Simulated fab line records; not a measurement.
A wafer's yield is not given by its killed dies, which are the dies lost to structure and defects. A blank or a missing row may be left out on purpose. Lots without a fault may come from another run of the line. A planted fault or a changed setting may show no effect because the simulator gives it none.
fab line records	flow sky130
[record] lots = 11	wafers = 33	lastDay = 50
route steps=708 shown VIA3@588 METAL4@631
lots with no fault: from the same line, run without faults
startH: start of the lot's first displayed wafer, in hours after the record's first day	waitH: hours since the lot's step before	" as in the row above	L1.1+2: a single row standing in for several wafers	- value missing, or start not given	* or withheld: withheld	< > ~ a bound
route shown NAME@n: NAME is a module with steps in the file, n the number in the route of the first one	usual: mean/standard deviation taken from wafers without a fault	same: alike in all rows	chamber/n: place in a boat	sites: the reading at each site	_std_site: how widely they spread, as a standard deviation	_edge_site: mean of outer sites minus mean of inner sites	radiusMm: for every site, how far away it sits from the centre of the wafer	mask NAME#n: copy n	behind: tool/chamber where the wafer was last shaped	hold: the reason the lot was held/the length of the hold in hours/how it ended	device: whichever transistor did not switch (one of n, p or np)	end of line: at the end of the route, the tests of the same wafers	step lacking rows: just its recipe	killed: dies lost to structure and defects at the first sort, not the wafer's yield	map: a wafer's dies, x killed, . not, _ none there
set.NAME: setting as actually run; set.NAME@STEP: the setting as run at that earlier step	model.NAME: the simulator's own value behind a step, which no gauge read
steps of the route over a sample of lots; a table a step, a row a wafer
services: the hour from which a tool's chamber was out of use, counted from the record's first day as startH (under 0 if before that day), plus the number of hours and why
[[steps]]
[step SKY_VIA3_ETCH_15]
[recipe] target = SiO2	chemistry = C4F8/O2/Ar	targetDepthNm = 507	stopOn = TiN	maskMaterial = KrF-thick	sourceW = 1500	biasW = 1200	pressureMtorr = 40	c4f8FlowSccm = withheld	O2_flow_sccm = 6	Ar_flow_sccm = 300	timeS = 78
[usual] oesProductAu = 0.947/0.0042	rfFwdPowerW = 1488/4.9
lot.wafer	tool	chamber	startH	waitH	oesProductAu	rfFwdPowerW	rfHoursCounterH
L268.2	rieDiel-01	1	930.63	0.0	0.948	1480	16
L268.4	"	2	"	"	0.953	1491	18
L268.5	"	1	"	"	0.954	1488	-
L269.1	rieDiel-02	1	932.68	0.0	0.953	1491	17
L269.3	"	0	"	"	0.939	1492	20
L269.5	"	1	"	"	0.948	1487	-
L270.2	rieDiel-02	1	943.03	0.0	0.945	1491	18
L270.4	"	0	"	"	0.950	1489	20
L270.5	"	3	"	"	0.939	1490	-
L271.2	rieDiel-03	0	951.35	0.0	0.954	1489	12
L271.3	"	1	"	"	0.941	1483	9
L271.6	"	1	"	"	0.944	1484	-
L274.2	rieDiel-01	3	980.01	0.0	0.943	1490	14
L274.4	"	2	"	"	0.946	1497	20
L274.5	"	3	"	"	0.948	1485	-
L275.2	rieDiel-03	0	999.39	0.0	0.949	1493	13
L275.4	"	3	"	"	0.945	1491	8
L275.5	"	3	"	"	0.946	1494	-
L284.2	rieDiel-03	1	1049.74	0.0	0.946	1488	11
L284.3	"	3	"	"	0.940	1490	9
L284.5	"	0	"	"	0.952	1493	-
L285.1	rieDiel-01	3	1050.09	0.0	0.943	1486	17
L285.3	"	2	"	"	0.948	1490	22
L285.5	"	0	"	"	0.945	1498	-
L286.1	rieDiel-02	2	1053.05	0.0	0.944	1493	9
L286.5	"	2	"	"	0.945	1493	-
L286.6	"	1	"	"	0.952	1486	-
L287.1	rieDiel-02	3	1058.75	0.0	0.947	1482	28
L287.3	"	2	"	"	0.944	1493	9
L287.4	"	0	"	"	0.948	1485	-
L290.3	rieDiel-01	0	1081.35	0.0	0.944	1491	21
L290.5	"	3	"	"	0.953	1484	-
L290.6	"	2	"	"	0.950	1489	-
[step SKY_VIA3_SPUTTER_20]
[recipe] material = TiN	targetThkNm = 20	chamberPressurePa = 5	powerW = 4000	timeS = 80
[usual] throttleValvePct = 30.3/0.86
lot.wafer	tool	chamber	startH	waitH	throttleValvePct
L268.2	pvdSputter-03	-	931.29	0.0	31.9
L268.4	"	-	"	"	29.7
L268.5	"	-	"	"	29.7
L269.1	pvdSputter-01	-	933.34	0.0	31.4
L269.3	"	-	"	"	29.4
L269.5	"	-	"	"	29.3
L270.2	pvdSputter-03	-	943.69	0.0	29.8
L270.4	"	-	"	"	31.7
L270.5	"	-	"	"	30.7
L271.2	pvdSputter-02	-	952.52	0.0	30.3
L271.3	"	-	"	"	30.1
L271.6	"	-	"	"	30.2
L274.2	pvdSputter-03	-	980.66	0.0	30.8
L274.4	"	-	"	"	29.8
L274.5	"	-	"	"	32.1
L275.2	pvdSputter-01	-	1000.04	0.0	29.8
L275.4	"	-	"	"	29.6
L275.5	"	-	"	"	29.4
L284.2	pvdSputter-03	-	1050.39	0.0	31.7
L284.3	"	-	"	"	30.0
L284.5	"	-	"	"	29.9
L285.1	pvdSputter-02	-	1050.80	0.0	30.4
L285.3	"	-	"	"	29.7
L285.5	"	-	"	"	29.6
L286.1	pvdSputter-01	-	1053.73	0.0	29.8
L286.5	"	-	"	"	29.4
L286.6	"	-	"	"	31.4
L287.1	pvdSputter-02	-	1059.40	0.0	29.8
L287.3	"	-	"	"	29.8
L287.4	"	-	"	"	30.3
L290.3	pvdSputter-03	-	1082.02	0.0	31.9
L290.5	"	-	"	"	30.7
L290.6	"	-	"	"	29.4
[step SKY_METAL4_DESCUM_15]
[recipe] chemistry = O2	sourcePowerW = 150	biasPowerW = 0	pressureMtorr = 10	tempC = 40	timeS = 8
[usual] drypumpMotorCurrentA = 6.0/0.34	oesProductAu = 0.998/0.009	rfFwdPowerW = 147.2/0.75	tempC = 40.02/0.11
lot.wafer	tool	chamber	startH	waitH	drypumpMotorCurrentA	oesProductAu	rfFwdPowerW	rfHoursCounterH	tempC
L268.2	rieMetal-02	0	980.96	0.0	6.4	1.005	147.6	14	40.04
L268.4	"	0	"	"	6.3	0.987	148.0	-	40.05
L268.5	"	0	"	"	6.3	0.994	148.3	-	40.02
L269.1	rieMetal-04	1	983.21	0.0	6.1	0.998	147.1	17	39.95
L269.3	"	1	"	"	6.1	0.998	147.8	-	39.82
L269.5	"	1	"	"	6.1	1.005	147.3	-	39.98
L270.2	rieMetal-04	0	992.16	0.0	6.1	1.000	146.2	4	39.92
L270.4	"	1	"	"	6.1	0.997	147.8	-	40.07
L270.5	"	1	"	"	6.1	0.988	148.0	-	40.14
L271.2	rieMetal-04	0	1002.59	0.0	6.1	0.981	146.9	4	40.16
L271.3	"	0	"	"	6.1	0.995	146.4	-	40.10
L271.6	"	1	"	"	6.1	1.009	147.7	-	39.90
L274.2	rieMetal-02	1	1027.99	0.0	5.2	1.012	148.3	21	40.02
L274.4	"	1	"	"	5.2	1.004	147.8	-	40.06
L274.5	"	0	"	"	6.4	0.988	147.8	-	39.94
L275.2	rieMetal-02	0	1046.69	0.0	6.4	0.992	147.3	17	39.97
L275.4	"	1	"	"	5.2	1.000	147.5	-	39.97
L275.5	"	0	"	"	6.4	0.990	147.9	-	39.96
L284.2	rieMetal-01	0	1094.49	0.0	5.6	1.001	146.4	24	40.00
L284.3	"	0	"	"	5.6	1.008	146.2	-	40.01
L284.5	"	0	"	"	5.6	1.009	145.9	-	40.23
L285.1	rieMetal-02	0	1095.04	0.0	6.4	0.991	147.6	21	40.10
L285.3	"	0	"	"	6.3	1.003	147.6	-	39.96
L285.5	"	0	"	"	6.4	0.999	148.3	-	40.09
L286.1	rieMetal-04	1	1096.09	0.0	6.1	0.988	148.4	24	40.02
L286.5	"	1	"	"	6.1	1.001	148.6	-	39.85
L286.6	"	0	"	"	6.1	0.990	146.4	-	40.03
L287.1	rieMetal-04	1	1103.09	0.0	6.1	0.997	147.1	25	39.99
L287.3	"	0	"	"	6.1	0.989	146.6	-	40.01
L287.4	"	1	"	"	6.1	0.992	147.6	-	40.00
L290.3	rieMetal-01	1	1123.66	0.0	6.0	0.983	146.1	-	39.84
L290.5	"	1	"	"	6.0	0.995	146.7	-	39.89
L290.6	"	1	"	"	6.0	1.002	146.5	-	39.98
[step SKY_METAL4_STRIP_19]
[recipe] chemistry = O2/N2	powerW = 1400	pressureMtorr = 1500	platenTempC = withheld	o2FlowSccm = 3000	n2FlowSccm = 300	overashFraction = 0.5
[usual] drypumpMotorCurrentA = 5.5/0.4	oesProductAu = 0.503/0.0062	overashFraction = 0.5/0	stripTimeToEndpointS = 6.56/0.09
lot.wafer	tool	chamber	startH	waitH	drypumpMotorCurrentA	oesProductAu	overashFraction	rfHoursCounterH	stripTimeToEndpointS
L268.2	plasmaAsher-02	1	981.29	0.1	4.9	0.507	0.5	24	6.55
L268.4	"	0	"	"	5.0	0.506	0.5	-	6.50
L268.5	"	1	"	"	4.9	0.510	0.5	-	6.52
L269.1	plasmaAsher-03	0	983.54	0.1	5.8	0.501	0.5	57	6.40
L269.3	"	0	"	"	5.7	0.491	0.5	-	6.41
L269.5	"	1	"	"	6.0	0.496	0.5	-	6.41
L270.2	plasmaAsher-01	1	992.49	0.1	5.8	0.509	0.5	82	6.67
L270.4	"	1	"	"	5.8	0.496	0.5	-	6.42
L270.5	"	0	"	"	5.4	0.508	0.5	-	6.70
L271.2	plasmaAsher-03	1	1002.91	0.1	6.0	0.509	0.5	59	6.60
L271.3	"	0	"	"	5.8	0.491	0.5	-	6.41
L271.6	"	1	"	"	6.0	0.513	0.5	-	6.62
L274.2	plasmaAsher-03	1	1028.31	0.1	6.0	0.496	0.5	63	6.61
L274.4	"	1	"	"	6.0	0.497	0.5	-	6.46
L274.5	"	1	"	"	5.9	0.493	0.5	-	6.48
L275.2	plasmaAsher-03	0	1047.02	0.1	5.8	0.498	0.5	64	6.50
L275.4	"	0	"	"	5.8	0.498	0.5	-	6.54
L275.5	"	1	"	"	5.9	0.501	0.5	-	6.54
L284.2	plasmaAsher-03	0	1094.81	0.1	5.7	0.503	0.7	69	6.52
L284.3	"	0	"	"	5.8	0.500	0.7	-	6.53
L284.5	"	1	"	"	5.9	0.507	0.5	-	6.60
L285.1	plasmaAsher-01	0	1095.50	0.1	5.3	0.502	0.5	93	6.57
L285.3	"	0	"	"	5.4	0.513	0.5	-	6.62
L285.5	"	0	"	"	5.3	0.505	0.5	-	6.48
L286.1	plasmaAsher-03	0	1096.42	0.1	5.8	0.505	0.7	69	6.62
L286.5	"	0	"	"	5.8	0.497	0.7	-	6.46
L286.6	"	1	"	"	6.0	0.505	0.5	-	6.65
L287.1	plasmaAsher-02	0	1103.41	0.1	5.0	0.506	0.5	36	6.62
L287.3	"	0	"	"	5.0	0.507	0.5	-	6.62
L287.4	"	1	"	"	4.9	0.500	0.5	-	6.61
L290.3	plasmaAsher-01	1	1124.13	0.1	5.8	0.498	0.5	-	6.57
L290.5	"	1	"	"	5.8	0.510	0.5	-	6.63
L290.6	"	0	"	"	5.3	0.504	0.5	-	6.60
[[services]]
tool	chamber	startH	hours	kind
pvdSputter-02	-	910.62	4.6	repair
plasmaAsher-01	-	928.51	3.1	repair
pvdSputter-02	-	929.41	2.2	repair
rieDiel-02	3	950.20	2.3	repair
rieDiel-03	1	961.63	15.9	repair
pvdSputter-03	-	975.62	0.7	repair
plasmaAsher-01	-	982.43	0.4	repair
rieMetal-04	-	988.89	2.8	pm
rieDiel-02	3	989.40	2.9	repair
plasmaAsher-01	-	999.09	3.7	repair
rieDiel-02	2	1002.67	7.6	repair
plasmaAsher-01	-	1018.19	0.9	repair
rieDiel-03	0	1018.39	5.8	repair
rieDiel-03	-	1018.99	14.6	pm
rieDiel-01	2	1024.00	14.9	repair
rieMetal-02	-	1052.29	4.3	pm
rieDiel-02	1	1055.88	7.8	repair
pvdSputter-02	-	1068.27	6.0	repair
rieMetal-02	0	1072.14	4.6	repair
rieDiel-02	2	1077.08	1.3	repair
rieMetal-04	-	1105.95	0.7	repair
rieDiel-03	3	1106.37	6.4	repair
rieDiel-02	0	1116.47	1.8	repair
rieDiel-03	-	1118.40	0.5	repair
[[key]]
[firstSign] step = SKY_METAL4_STRIP_19	reading = overashFraction	direction = up	sigmas = 99+	usual = 0.5	struck = 0.7
effect none on later readings
metAt SKY_METAL4_STRIP_19
struckLots L284,L286
struckWafers L284.2,L284.3,L286.1,L286.5
notActingAt SKY_VIA3_ETCH_15,SKY_VIA3_SPUTTER_20,SKY_METAL4_DESCUM_15
onsetBetween 1047.02 1094.81
[fault] kind = processParameterDrift	tool = plasmaAsher-03	chamber = 0	onsetH = 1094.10	steps = SKY_METAL4_STRIP_19	channel = overashFraction	offset = 0.2	shape = step	endH = 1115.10	actsIn = theseRecipesOnly	stated = 0.5
